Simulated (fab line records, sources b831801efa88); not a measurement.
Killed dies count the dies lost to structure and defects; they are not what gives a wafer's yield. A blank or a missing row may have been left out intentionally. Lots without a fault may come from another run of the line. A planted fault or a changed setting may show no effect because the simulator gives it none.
The tool behind it: which one? / flow sky130 / 72 wafers from 24 lots sampled at 6 of the route's 708 steps

## WHAT THE GAUGES SHOWED, per wafer
SKY_CONTACT_CD_MEAS_14: target cd 170 nm.
lot=L074; measured=day 31 13:26; on=cd_sem-01; cd_nm (nm)=169.8 170.2 170.2
lot=L075; measured=day 31 14:58; on=cd_sem-01; cd_nm (nm)=171.4 172.7 173.0
lot=L076; measured=day 31 16:46; on=cd_sem-02; cd_nm (nm)=169.8 168.5 168.2
lot=L077; measured=day 32 15:16; on=cd_sem-01; cd_nm (nm)=168.9 167.6 165.6
lot=L079; measured=day 33 06:03; on=cd_sem-01; cd_nm (nm)=172.6 174.0 171.3
lot=L078; measured=day 33 07:28; on=cd_sem-02; cd_nm (nm)=167.1 167.5 167.2
lot=L082; measured=day 35 20:12; on=cd_sem-02; cd_nm (nm)=169.8 167.9 169.2
lot=L084; measured=day 35 20:35; on=cd_sem-01; cd_nm (nm)=170.2 172.3 171.1
lot=L080; measured=day 35 21:12; on=cd_sem-02; cd_nm (nm)=170.6 169.6 171.1
lot=L081; measured=day 36 00:09; on=cd_sem-01; cd_nm (nm)=169.5 170.1 169.5
lot=L085; measured=day 36 00:32; on=cd_sem-01; cd_nm (nm)=169.4 167.2 169.1
lot=L087; measured=day 36 00:41; on=cd_sem-02; cd_nm (nm)=171.4 170.8 171.7
lot=L086; measured=day 36 01:45; on=cd_sem-01; cd_nm (nm)=167.9 168.5 169.1
lot=L083; measured=day 36 02:04; on=cd_sem-02; cd_nm (nm)=169.9 171.1 170.1
lot=L088; measured=day 36 02:25; on=cd_sem-01; cd_nm (nm)=167.0 169.6 168.1
lot=L089; measured=day 36 03:00; on=cd_sem-01; cd_nm (nm)=169.4 170.8 170.5
lot=L090; measured=day 36 17:25; on=cd_sem-02; cd_nm (nm)=170.3 170.1 168.7
lot=L091; measured=day 36 18:34; on=cd_sem-02; cd_nm (nm)=169.0 169.9 169.4
lot=L092; measured=day 36 22:47; on=cd_sem-01; cd_nm (nm)=171.9 170.9 170.8
lot=L093; measured=day 37 12:07; on=cd_sem-02; cd_nm (nm)=171.0 170.2 170.5
lot=L094; measured=day 37 12:47; on=cd_sem-01; cd_nm (nm)=170.1 171.8 170.9
lot=L095; measured=day 37 19:01; on=cd_sem-02; cd_nm (nm)=170.3 171.3 170.2
lot=L096; measured=day 39 09:12; on=cd_sem-02; cd_nm (nm)=171.1 170.9 171.2
lot=L097; measured=day 39 09:34; on=cd_sem-01; cd_nm (nm)=169.2 167.7 168.2

SKY_VIA1_OVL_MEAS_13.
lot=L074; measured=day 33 21:14; on=overlay-02; VIA1_OVL (nm)=-11 -7 -4
lot=L075; measured=day 33 23:07; on=overlay-01; VIA1_OVL (nm)=-3 0 -1
lot=L076; measured=day 34 01:26; on=overlay-01; VIA1_OVL (nm)=3 4 -6
lot=L077; measured=day 34 23:41; on=overlay-02; VIA1_OVL (nm)=-2 -3 1
lot=L079; measured=day 35 14:05; on=overlay-01; VIA1_OVL (nm)=-2 -8 -11
lot=L078; measured=day 35 15:34; on=overlay-02; VIA1_OVL (nm)=3 -2 -2
lot=L082; measured=day 38 03:41; on=overlay-01; VIA1_OVL (nm)=-2 -13 -4
lot=L084; measured=day 38 05:04; on=overlay-01; VIA1_OVL (nm)=-2 -7 -9
lot=L080; measured=day 38 04:28; on=overlay-02; VIA1_OVL (nm)=8 2 7
lot=L081; measured=day 38 07:53; on=overlay-02; VIA1_OVL (nm)=0 -1 10
lot=L085; measured=day 38 08:14; on=overlay-01; VIA1_OVL (nm)=-3 -4 0
lot=L087; measured=day 38 08:35; on=overlay-02; VIA1_OVL (nm)=0 6 6
lot=L086; measured=day 38 09:13; on=overlay-01; VIA1_OVL (nm)=-12 -8 -5
lot=L083; measured=day 38 08:55; on=overlay-01; VIA1_OVL (nm)=-4 2 2
lot=L088; measured=day 38 09:34; on=overlay-02; VIA1_OVL (nm)=-8 -7 -10
lot=L089; measured=day 38 10:02; on=overlay-02; VIA1_OVL (nm)=-4 -3 -2
lot=L090; measured=day 39 00:26; on=overlay-01; VIA1_OVL (nm)=-12 -8 -11
lot=L091; measured=day 39 01:56; on=overlay-01; VIA1_OVL (nm)=-1 -6 -1
lot=L092; measured=day 39 05:22; on=overlay-01; VIA1_OVL (nm)=6 1 4
lot=L093; measured=day 39 18:04; on=overlay-01; VIA1_OVL (nm)=-2 0 -2
lot=L094; measured=day 39 19:26; on=overlay-02; VIA1_OVL (nm)=3 -1 -3
lot=L095; measured=day 40 00:55; on=overlay-01; VIA1_OVL (nm)=2 -3 7
lot=L096; measured=day 41 13:01; on=overlay-02; VIA1_OVL (nm)=-3 1 0
lot=L097; measured=day 41 13:26; on=overlay-01; VIA1_OVL (nm)=-5 2 4

SKY_VIA2_THK_MEAS_23: measures by xrf.
lot=L074; measured=day 36 05:15; on=film_metro-02; VIA2_W_THK (nm)=429 421 416
lot=L075; measured=day 36 07:23; on=film_metro-01; VIA2_W_THK (nm)=424 409 423
lot=L076; measured=day 36 09:44; on=film_metro-01; VIA2_W_THK (nm)=423 407 422
lot=L077; measured=day 37 07:37; on=film_metro-02; VIA2_W_THK (nm)=413 430 414
lot=L079; measured=day 37 22:47; on=film_metro-02; VIA2_W_THK (nm)=413 423 424
lot=L078; measured=day 38 00:58; on=film_metro-03; VIA2_W_THK (nm)=397 411 415
lot=L082; measured=day 40 10:59; on=film_metro-02; VIA2_W_THK (nm)=410 425 416
lot=L084; measured=day 40 12:29; on=film_metro-02; VIA2_W_THK (nm)=422 428 426
lot=L080; measured=day 40 11:29; on=film_metro-01; VIA2_W_THK (nm)=420 410 430
lot=L081; measured=day 40 14:02; on=film_metro-02; VIA2_W_THK (nm)=425 418 428
lot=L085; measured=day 40 14:51; on=film_metro-03; VIA2_W_THK (nm)=403 407 413
lot=L087; measured=day 40 15:38; on=film_metro-02; VIA2_W_THK (nm)=419 414 424
lot=L086; measured=day 40 15:50; on=film_metro-01; VIA2_W_THK (nm)=414 404 408
lot=L083; measured=day 40 15:29; on=film_metro-01; VIA2_W_THK (nm)=412 421 412
lot=L088; measured=day 40 16:37; on=film_metro-02; VIA2_W_THK (nm)=421 409 411
lot=L089; measured=day 40 17:11; on=film_metro-02; VIA2_W_THK (nm)=421 411 419
lot=L090; measured=day 41 05:45; on=film_metro-01; VIA2_W_THK (nm)=403 415 398
lot=L091; measured=day 41 07:07; on=film_metro-03; VIA2_W_THK (nm)=409 398 406
lot=L092; measured=day 41 10:43; on=film_metro-02; VIA2_W_THK (nm)=417 416 424
lot=L093; measured=day 41 21:44; on=film_metro-03; VIA2_W_THK (nm)=401 416 411
lot=L094; measured=day 41 23:45; on=film_metro-01; VIA2_W_THK (nm)=411 402 405
lot=L095; measured=day 42 04:11; on=film_metro-03; VIA2_W_THK (nm)=409 408 415
lot=L096; measured=day 43 16:04; on=film_metro-03; VIA2_W_THK (nm)=415 401 405
lot=L097; measured=day 43 16:05; on=film_metro-01; VIA2_W_THK (nm)=413 407 412

SKY_VIA4_OVL_MEAS_11.
lot=L074; measured=day 42 16:04; on=overlay-01; VIA4_OVL (nm)=-1.3 -0.8 0.1
lot=L075; measured=day 42 20:33; on=overlay-01; VIA4_OVL (nm)=0.6 -0.9 0.2
lot=L076; measured=day 42 21:22; on=overlay-02; VIA4_OVL (nm)=-0.3 -0.4 0.8
lot=L077; measured=day 43 17:53; on=overlay-01; VIA4_OVL (nm)=1.3 0.6 -1.0
lot=L079; measured=day 44 04:01; on=overlay-01; VIA4_OVL (nm)=-1.0 -0.3 2.2
lot=L078; measured=day 44 08:01; on=overlay-02; VIA4_OVL (nm)=0.3 1.0 1.2
lot=L082; measured=day 46 06:56; on=overlay-02; VIA4_OVL (nm)=0.6 -0.5 -0.6
lot=L084; measured=day 46 09:22; on=overlay-02; VIA4_OVL (nm)=0.1 -0.5 0.1
lot=L080; measured=day 46 08:16; on=overlay-02; VIA4_OVL (nm)=0.9 1.0 -1.4
lot=L081; measured=day 46 11:52; on=overlay-02; VIA4_OVL (nm)=-2.6 -4.4 -2.3
lot=L085; measured=day 46 13:19; on=overlay-01; VIA4_OVL (nm)=0.9 0.8 0.3
lot=L087; measured=day 46 14:21; on=overlay-02; VIA4_OVL (nm)=1.7 0.0 1.5
lot=L086; measured=day 46 14:25; on=overlay-01; VIA4_OVL (nm)=1.6 3.3 0.1
lot=L083; measured=day 46 13:41; on=overlay-01; VIA4_OVL (nm)=1.1 1.1 1.6
lot=L088; measured=day 46 14:43; on=overlay-01; VIA4_OVL (nm)=-2.3 -2.1 -2.6
lot=L089; measured=day 46 15:26; on=overlay-02; VIA4_OVL (nm)=-1.1 -0.7 -0.1
lot=L090; measured=day 47 01:15; on=overlay-01; VIA4_OVL (nm)=-2.4 0.4 0.6
lot=L091; measured=day 47 01:46; on=overlay-01; VIA4_OVL (nm)=-1.7 -2.7 -0.3
lot=L092; measured=day 47 03:04; on=overlay-02; VIA4_OVL (nm)=-0.3 -0.2 0.1
lot=L093; measured=day 47 14:26; on=overlay-02; VIA4_OVL (nm)=-1.5 0.0 -0.1
lot=L094; measured=day 47 16:34; on=overlay-02; VIA4_OVL (nm)=-2.6 -3.9 -4.5
lot=L095; measured=day 47 20:01; on=overlay-01; VIA4_OVL (nm)=-0.4 1.8 0.1
lot=L096; measured=day 49 00:37; on=overlay-01; VIA4_OVL (nm)=-0.1 -0.3 -0.6
lot=L097; measured=day 49 01:43; on=overlay-01; VIA4_OVL (nm)=-2.4 -2.0 -2.6

## WHAT TOOL EACH LOT RAN ON (gives the tool, then ch and the chambers of the sampled wafers, and finally the start)
lot=L074; SKY_VIA2_ETCH_14=rie_diel-01 ch 0,2,3, day 36 04:10; SKY_METAL4_DESCUM_15=rie_metal-01 ch 0, day 41 15:38
lot=L075; SKY_VIA2_ETCH_14=rie_diel-04 ch 0,1,3, day 36 06:22; SKY_METAL4_DESCUM_15=rie_metal-03 ch 1, day 41 19:28
lot=L076; SKY_VIA2_ETCH_14=rie_diel-01 ch 2,3, day 36 08:40; SKY_METAL4_DESCUM_15=rie_metal-03 ch 1, day 41 20:19
lot=L077; SKY_VIA2_ETCH_14=rie_diel-01 ch 0,1, day 37 06:27; SKY_METAL4_DESCUM_15=rie_metal-02 ch 0,1, day 42 16:20
lot=L079; SKY_VIA2_ETCH_14=rie_diel-04 ch 0,1,2, day 37 21:46; SKY_METAL4_DESCUM_15=rie_metal-01 ch 0,1, day 43 03:38
lot=L078; SKY_VIA2_ETCH_14=rie_diel-04 ch 1,2,3, day 37 23:58; SKY_METAL4_DESCUM_15=rie_metal-01 ch 0,1, day 43 08:40
lot=L082; SKY_VIA2_ETCH_14=rie_diel-01 ch 0,1,2, day 40 09:55; SKY_METAL4_DESCUM_15=rie_metal-01 ch 0,1, day 45 09:22
lot=L084; SKY_VIA2_ETCH_14=rie_diel-03 ch 1,3, day 40 11:28; SKY_METAL4_DESCUM_15=rie_metal-03 ch 0,1, day 45 11:23
lot=L080; SKY_VIA2_ETCH_14=rie_diel-03 ch 0,2, day 40 10:25; SKY_METAL4_DESCUM_15=rie_metal-01 ch 0, day 45 10:24
lot=L081; SKY_VIA2_ETCH_14=rie_diel-03 ch 0,1,2, day 40 12:58; SKY_METAL4_DESCUM_15=rie_metal-01 ch 0,1, day 45 13:40
lot=L085; SKY_VIA2_ETCH_14=rie_diel-01 ch 0,3, day 40 13:49; SKY_METAL4_DESCUM_15=rie_metal-02 ch 1, day 45 14:02
lot=L087; SKY_VIA2_ETCH_14=rie_diel-03 ch 0,1,2, day 40 14:10; SKY_METAL4_DESCUM_15=rie_metal-02 ch 1, day 45 15:56
lot=L086; SKY_VIA2_ETCH_14=rie_diel-01 ch 0,1,2, day 40 14:49; SKY_METAL4_DESCUM_15=rie_metal-03 ch 0,1, day 45 16:16
lot=L083; SKY_VIA2_ETCH_14=rie_diel-04 ch 2,3, day 40 14:28; SKY_METAL4_DESCUM_15=rie_metal-01 ch 0,1, day 45 15:34
lot=L088; SKY_VIA2_ETCH_14=rie_diel-01 ch 1,2,3, day 40 15:37; SKY_METAL4_DESCUM_15=rie_metal-01 ch 0,1, day 45 16:34
lot=L089; SKY_VIA2_ETCH_14=rie_diel-03 ch 0,2,3, day 40 15:46; SKY_METAL4_DESCUM_15=rie_metal-02 ch 1, day 45 17:43
lot=L090; SKY_VIA2_ETCH_14=rie_diel-03 ch 0,2, day 41 04:40; SKY_METAL4_DESCUM_15=rie_metal-02 ch 1, day 46 03:52
lot=L091; SKY_VIA2_ETCH_14=rie_diel-01 ch 0,1,2, day 41 05:46; SKY_METAL4_DESCUM_15=rie_metal-01 ch 0,1, day 46 04:30
lot=L092; SKY_VIA2_ETCH_14=rie_diel-04 ch 2,3, day 41 09:40; SKY_METAL4_DESCUM_15=rie_metal-03 ch 0,1, day 46 05:16
lot=L093; SKY_VIA2_ETCH_14=rie_diel-03 ch 0,1,2, day 41 20:43; SKY_METAL4_DESCUM_15=rie_metal-03 ch 0,1, day 46 17:25
lot=L094; SKY_VIA2_ETCH_14=rie_diel-03 ch 0,1,2, day 41 22:43; SKY_METAL4_DESCUM_15=rie_metal-02 ch 1, day 46 18:26
lot=L095; SKY_VIA2_ETCH_14=rie_diel-04 ch 0,2, day 42 03:10; SKY_METAL4_DESCUM_15=rie_metal-01 ch 0,1, day 46 23:04
lot=L096; SKY_VIA2_ETCH_14=rie_diel-01 ch 1,2, day 43 14:55; SKY_METAL4_DESCUM_15=rie_metal-03 ch 0,1, day 48 04:07
lot=L097; SKY_VIA2_ETCH_14=rie_diel-04 ch 0,3, day 43 14:55; SKY_METAL4_DESCUM_15=rie_metal-03 ch 0,1, day 48 05:16
- SKY_VIA2_ETCH_14: etches BARC in N2/H2, stops on SiO2, time 45.9 s, target depth 60 nm.
- SKY_METAL4_DESCUM_15: chemistry O2, time 8 s.

## AS READ BY THE TOOLS THEMSELVES (means over the sampled wafers that have a number; for cases with no such wafer, the mark the record gives instead)
SKY_VIA2_ETCH_14.
lot=L074; tool=rie_diel-01; bias_w (W)=99.8; chamber_pressure_mTorr (mTorr)=30.00; drypump_motor_current_A (A)=5.6; oes_product_au (a.u.)=0.855; throttle_valve_pct (%)=13.224
lot=L075; tool=rie_diel-04; bias_w (W)=100.2; chamber_pressure_mTorr (mTorr)=30.00; drypump_motor_current_A (A)=5.3; oes_product_au (a.u.)=0.851; throttle_valve_pct (%)=13.231
lot=L076; tool=rie_diel-01; bias_w (W)=100.2; chamber_pressure_mTorr (mTorr)=29.96; drypump_motor_current_A (A)=5.6; oes_product_au (a.u.)=0.857; throttle_valve_pct (%)=13.221
lot=L077; tool=rie_diel-01; bias_w (W)=99.8; chamber_pressure_mTorr (mTorr)=30.03; drypump_motor_current_A (A)=5.6; oes_product_au (a.u.)=0.856; throttle_valve_pct (%)=13.219
lot=L079; tool=rie_diel-04; bias_w (W)=100.3; chamber_pressure_mTorr (mTorr)=30.02; drypump_motor_current_A (A)=5.6; oes_product_au (a.u.)=0.852; throttle_valve_pct (%)=13.229
lot=L078; tool=rie_diel-04; bias_w (W)=100.0; chamber_pressure_mTorr (mTorr)=29.99; drypump_motor_current_A (A)=5.8; oes_product_au (a.u.)=0.857; throttle_valve_pct (%)=13.228
lot=L082; tool=rie_diel-01; bias_w (W)=100.0; chamber_pressure_mTorr (mTorr)=30.03; drypump_motor_current_A (A)=5.7; oes_product_au (a.u.)=0.855; throttle_valve_pct (%)=13.228
lot=L084; tool=rie_diel-03; bias_w (W)=99.9; chamber_pressure_mTorr (mTorr)=29.97; drypump_motor_current_A (A)=5.8; oes_product_au (a.u.)=0.851; throttle_valve_pct (%)=13.221
lot=L080; tool=rie_diel-03; bias_w (W)=99.9; chamber_pressure_mTorr (mTorr)=30.02; drypump_motor_current_A (A)=5.7; oes_product_au (a.u.)=0.855; throttle_valve_pct (%)=13.226
lot=L081; tool=rie_diel-03; bias_w (W)=100.1; chamber_pressure_mTorr (mTorr)=30.00; drypump_motor_current_A (A)=5.6; oes_product_au (a.u.)=0.858; throttle_valve_pct (%)=13.225
lot=L085; tool=rie_diel-01; bias_w (W)=99.9; chamber_pressure_mTorr (mTorr)=30.00; drypump_motor_current_A (A)=5.4; oes_product_au (a.u.)=0.858; throttle_valve_pct (%)=13.225
lot=L087; tool=rie_diel-03; bias_w (W)=100.2; chamber_pressure_mTorr (mTorr)=29.96; drypump_motor_current_A (A)=5.6; oes_product_au (a.u.)=0.858; throttle_valve_pct (%)=13.215
lot=L086; tool=rie_diel-01; bias_w (W)=100.0; chamber_pressure_mTorr (mTorr)=30.00; drypump_motor_current_A (A)=5.7; oes_product_au (a.u.)=0.853; throttle_valve_pct (%)=13.219
lot=L083; tool=rie_diel-04; bias_w (W)=100.3; chamber_pressure_mTorr (mTorr)=30.02; drypump_motor_current_A (A)=5.7; oes_product_au (a.u.)=0.856; throttle_valve_pct (%)=13.221
lot=L088; tool=rie_diel-01; bias_w (W)=100.0; chamber_pressure_mTorr (mTorr)=30.00; drypump_motor_current_A (A)=5.6; oes_product_au (a.u.)=0.854; throttle_valve_pct (%)=13.218
lot=L089; tool=rie_diel-03; bias_w (W)=99.9; chamber_pressure_mTorr (mTorr)=30.00; drypump_motor_current_A (A)=5.9; oes_product_au (a.u.)=0.845; throttle_valve_pct (%)=13.227
lot=L090; tool=rie_diel-03; bias_w (W)=100.3; chamber_pressure_mTorr (mTorr)=29.99; drypump_motor_current_A (A)=5.8; oes_product_au (a.u.)=0.856; throttle_valve_pct (%)=13.229
lot=L091; tool=rie_diel-01; bias_w (W)=100.1; chamber_pressure_mTorr (mTorr)=30.00; drypump_motor_current_A (A)=5.7; oes_product_au (a.u.)=0.853; throttle_valve_pct (%)=13.220
lot=L092; tool=rie_diel-04; bias_w (W)=99.5; chamber_pressure_mTorr (mTorr)=30.01; drypump_motor_current_A (A)=6.0; oes_product_au (a.u.)=0.852; throttle_valve_pct (%)=13.224
lot=L093; tool=rie_diel-03; bias_w (W)=100.4; chamber_pressure_mTorr (mTorr)=30.03; drypump_motor_current_A (A)=5.5; oes_product_au (a.u.)=0.855; throttle_valve_pct (%)=13.225
lot=L094; tool=rie_diel-03; bias_w (W)=99.9; chamber_pressure_mTorr (mTorr)=30.01; drypump_motor_current_A (A)=5.5; oes_product_au (a.u.)=0.855; throttle_valve_pct (%)=13.226
lot=L095; tool=rie_diel-04; bias_w (W)=99.7; chamber_pressure_mTorr (mTorr)=29.98; drypump_motor_current_A (A)=5.9; oes_product_au (a.u.)=0.856; throttle_valve_pct (%)=13.223
lot=L096; tool=rie_diel-01; bias_w (W)=99.9; chamber_pressure_mTorr (mTorr)=30.00; drypump_motor_current_A (A)=5.7; oes_product_au (a.u.)=0.851; throttle_valve_pct (%)=13.219
lot=L097; tool=rie_diel-04; bias_w (W)=100.1; chamber_pressure_mTorr (mTorr)=29.97; drypump_motor_current_A (A)=5.0; oes_product_au (a.u.)=0.853; throttle_valve_pct (%)=13.215

SKY_METAL4_DESCUM_15.
lot=L074; tool=rie_metal-01; chamber_pressure_mTorr (mTorr)=10.000; drypump_motor_current_A (A)=6.8; he_backside_leak_sccm (sccm)=3.5; oes_product_au (a.u.)=0.998
lot=L075; tool=rie_metal-03; chamber_pressure_mTorr (mTorr)=9.991; drypump_motor_current_A (A)=6.0; he_backside_leak_sccm (sccm)=3.1; oes_product_au (a.u.)=1.015
lot=L076; tool=rie_metal-03; chamber_pressure_mTorr (mTorr)=10.002; drypump_motor_current_A (A)=6.0; he_backside_leak_sccm (sccm)=3.3; oes_product_au (a.u.)=1.012
lot=L077; tool=rie_metal-02; chamber_pressure_mTorr (mTorr)=10.005; drypump_motor_current_A (A)=5.8; he_backside_leak_sccm (sccm)=3.5; oes_product_au (a.u.)=0.972
lot=L079; tool=rie_metal-01; chamber_pressure_mTorr (mTorr)=9.999; drypump_motor_current_A (A)=6.1; he_backside_leak_sccm (sccm)=3.4; oes_product_au (a.u.)=0.986
lot=L078; tool=rie_metal-01; chamber_pressure_mTorr (mTorr)=10.013; drypump_motor_current_A (A)=5.5; he_backside_leak_sccm (sccm)=3.2; oes_product_au (a.u.)=0.993
lot=L082; tool=rie_metal-01; chamber_pressure_mTorr (mTorr)=10.002; drypump_motor_current_A (A)=6.1; he_backside_leak_sccm (sccm)=3.5; oes_product_au (a.u.)=0.992
lot=L084; tool=rie_metal-03; chamber_pressure_mTorr (mTorr)=9.990; drypump_motor_current_A (A)=6.0; he_backside_leak_sccm (sccm)=3.1; oes_product_au (a.u.)=1.014
lot=L080; tool=rie_metal-01; chamber_pressure_mTorr (mTorr)=9.995; drypump_motor_current_A (A)=6.8; he_backside_leak_sccm (sccm)=3.6; oes_product_au (a.u.)=0.995
lot=L081; tool=rie_metal-01; chamber_pressure_mTorr (mTorr)=9.995; drypump_motor_current_A (A)=6.1; he_backside_leak_sccm (sccm)=3.5; oes_product_au (a.u.)=0.994
lot=L085; tool=rie_metal-02; chamber_pressure_mTorr (mTorr)=9.990; drypump_motor_current_A (A)=6.5; he_backside_leak_sccm (sccm)=3.3; oes_product_au (a.u.)=1.000
lot=L087; tool=rie_metal-02; chamber_pressure_mTorr (mTorr)=9.998; drypump_motor_current_A (A)=6.5; he_backside_leak_sccm (sccm)=3.4; oes_product_au (a.u.)=0.991
lot=L086; tool=rie_metal-03; chamber_pressure_mTorr (mTorr)=9.996; drypump_motor_current_A (A)=6.0; he_backside_leak_sccm (sccm)=3.0; oes_product_au (a.u.)=1.007
lot=L083; tool=rie_metal-01; chamber_pressure_mTorr (mTorr)=10.001; drypump_motor_current_A (A)=5.5; he_backside_leak_sccm (sccm)=3.4; oes_product_au (a.u.)=0.992
lot=L088; tool=rie_metal-01; chamber_pressure_mTorr (mTorr)=10.004; drypump_motor_current_A (A)=5.5; he_backside_leak_sccm (sccm)=3.4; oes_product_au (a.u.)=0.992
lot=L089; tool=rie_metal-02; chamber_pressure_mTorr (mTorr)=9.996; drypump_motor_current_A (A)=6.5; he_backside_leak_sccm (sccm)=3.3; oes_product_au (a.u.)=0.997
lot=L090; tool=rie_metal-02; chamber_pressure_mTorr (mTorr)=9.991; drypump_motor_current_A (A)=6.5; he_backside_leak_sccm (sccm)=3.4; oes_product_au (a.u.)=0.998
lot=L091; tool=rie_metal-01; chamber_pressure_mTorr (mTorr)=10.005; drypump_motor_current_A (A)=5.4; he_backside_leak_sccm (sccm)=3.4; oes_product_au (a.u.)=0.990
lot=L092; tool=rie_metal-03; chamber_pressure_mTorr (mTorr)=9.997; drypump_motor_current_A (A)=6.0; he_backside_leak_sccm (sccm)=3.0; oes_product_au (a.u.)=1.003
lot=L093; tool=rie_metal-03; chamber_pressure_mTorr (mTorr)=9.998; drypump_motor_current_A (A)=6.0; he_backside_leak_sccm (sccm)=3.1; oes_product_au (a.u.)=1.012
lot=L094; tool=rie_metal-02; chamber_pressure_mTorr (mTorr)=9.992; drypump_motor_current_A (A)=6.5; he_backside_leak_sccm (sccm)=3.5; oes_product_au (a.u.)=1.004
lot=L095; tool=rie_metal-01; chamber_pressure_mTorr (mTorr)=9.999; drypump_motor_current_A (A)=6.1; he_backside_leak_sccm (sccm)=3.5; oes_product_au (a.u.)=0.987
lot=L096; tool=rie_metal-03; chamber_pressure_mTorr (mTorr)=10.000; drypump_motor_current_A (A)=6.0; he_backside_leak_sccm (sccm)=3.8; oes_product_au (a.u.)=1.003
lot=L097; tool=rie_metal-03; chamber_pressure_mTorr (mTorr)=9.991; drypump_motor_current_A (A)=6.1; he_backside_leak_sccm (sccm)=3.3; oes_product_au (a.u.)=1.002

## THE ANSWER, worked out from the rows above alone
Rule: the usual values come from the lots themselves. Put in order of their means at a reading, lots are off if they are a third of the lots or fewer, leave a main group of 4 or more, and stand apart from it by a gap of 3 or more times the standard deviation of the main group's means; of several such gaps the widest counts. A main group whose means are all the same, to the digits that the tables above print for the reading, isn't used. Also off: a lot with no number at a reading for which 4 or more lots have one. All remaining lots with rows at the step are treated as sound. First the gauges in route order, then the tools' own readings, where a lot's mean is used as printed above. The first step at which some lot is off is used, and at that step the reading that is off furthest; a lot without a number counts as furthest.
Across all readings shown, no lot is off: no conclusion can be drawn from this.

## WHAT WAS PUT IN BY THE SIMULATOR
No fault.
